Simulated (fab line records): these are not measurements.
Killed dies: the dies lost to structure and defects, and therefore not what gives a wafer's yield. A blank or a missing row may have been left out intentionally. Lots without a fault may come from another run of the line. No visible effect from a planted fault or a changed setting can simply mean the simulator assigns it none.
Which tool is to blame? | flow gf180mcu | 33 wafers from 11 lots sampled at 3 of the route's 602 steps

## WHAT THE GAUGES SHOWED, per wafer
GF_VT_IMPLANT_RS_MEAS_48: a four-point-probe measurement.
lot  | measured     | on            | LVPWELL_RS (ohm/sq)
L339 | day 7 17:47  | film-metro-03 | 1196 1200 1199
L340 | day 8 00:30  | film-metro-04 | 1198 1199 1199
L342 | day 8 15:09  | film-metro-02 | 1191 1194 1194
L345 | day 9 14:54  | film-metro-02 | 1158 1160 1158 1161 1163 1159
L346 | day 9 18:17  | film-metro-04 | 1160 1158 1157 1161 1157 1155
L352 | day 11 15:27 | film-metro-03 | 1196 1196 1201
L356 | day 12 23:31 | film-metro-03 | 1199 1199 1196
L357 | day 13 04:34 | film-metro-02 | 1196 1193 1190
L359 | day 13 14:09 | film-metro-03 | 1199 1199 1198
L361 | day 13 22:46 | film-metro-04 | 1201 1198 1199
L360 | day 14 02:08 | film-metro-04 | 1196 1198 1201

## EACH LOT AND THE TOOL THAT RAN IT (in order: tool; ch and the chambers of the sampled wafers; start)
lot  | GF_LVPWELL_IMPLANT_09          | GF_LVPWELL_STRIP_10
L339 | implanter-03 ch 0, day 4 02:55 | plasma-asher-02 ch 0,1, day 4 03:02
L340 | implanter-02 ch 0, day 4 07:05 | plasma-asher-04 ch 0,1, day 4 07:14
L342 | implanter-02 ch 0, day 4 20:52 | plasma-asher-01 ch 0,1, day 4 20:59
L345 | implanter-02 ch 0, day 5 14:26 | plasma-asher-01 ch 0,1, day 5 14:35
L346 | implanter-02 ch 0, day 5 17:20 | plasma-asher-04 ch 0,1, day 5 17:29
L352 | implanter-04 ch 0, day 7 07:12 | plasma-asher-04 ch 0,1, day 7 07:21
L356 | implanter-04 ch 0, day 8 09:28 | plasma-asher-02 ch 0,1, day 8 09:35
L357 | implanter-04 ch 0, day 8 13:23 | plasma-asher-02 ch 0,1, day 8 13:31
L359 | implanter-02 ch 0, day 8 21:42 | plasma-asher-02 ch 0,1, day 8 21:50
L361 | implanter-02 ch 0, day 9 05:33 | plasma-asher-02 ch 0,1, day 9 05:41
L360 | implanter-04 ch 0, day 9 07:53 | plasma-asher-01 ch 0,1, day 9 08:01
- GF_LVPWELL_IMPLANT_09
- GF_LVPWELL_STRIP_10: strips in O2/N2.

## THE ANSWER, worked out from the rows above alone
Rule: the lots themselves supply what counts as usual. The widest of any qualifying gaps counts: lots, ordered by their means at a reading, are off when they make up no more than a third of the lots, leave a main group of 4 or more, and stand apart from it by 3 or more times the standard deviation of that group's means. A main group is skipped when, at the precision printed for the reading in the tables above, its means are all equal. A lot without any number at a reading at which 4 lots or more have one is off too. The other lots that the step has rows for count as sound.
Off: at GF_VT_IMPLANT_RS_MEAS_48 (LVPWELL_RS), L345, L346. Main group: mean 1197 ohm/sq, sd 2.3.
If a tool, at a process step before that reading, ran all the lots that are off and no sound lot after the first of them, it fits. Those tools and the gauges at GF_VT_IMPLANT_RS_MEAS_48 are tried in the same way. Of those tried, none fits.

## WHAT THE SIMULATOR HAD INSERTED
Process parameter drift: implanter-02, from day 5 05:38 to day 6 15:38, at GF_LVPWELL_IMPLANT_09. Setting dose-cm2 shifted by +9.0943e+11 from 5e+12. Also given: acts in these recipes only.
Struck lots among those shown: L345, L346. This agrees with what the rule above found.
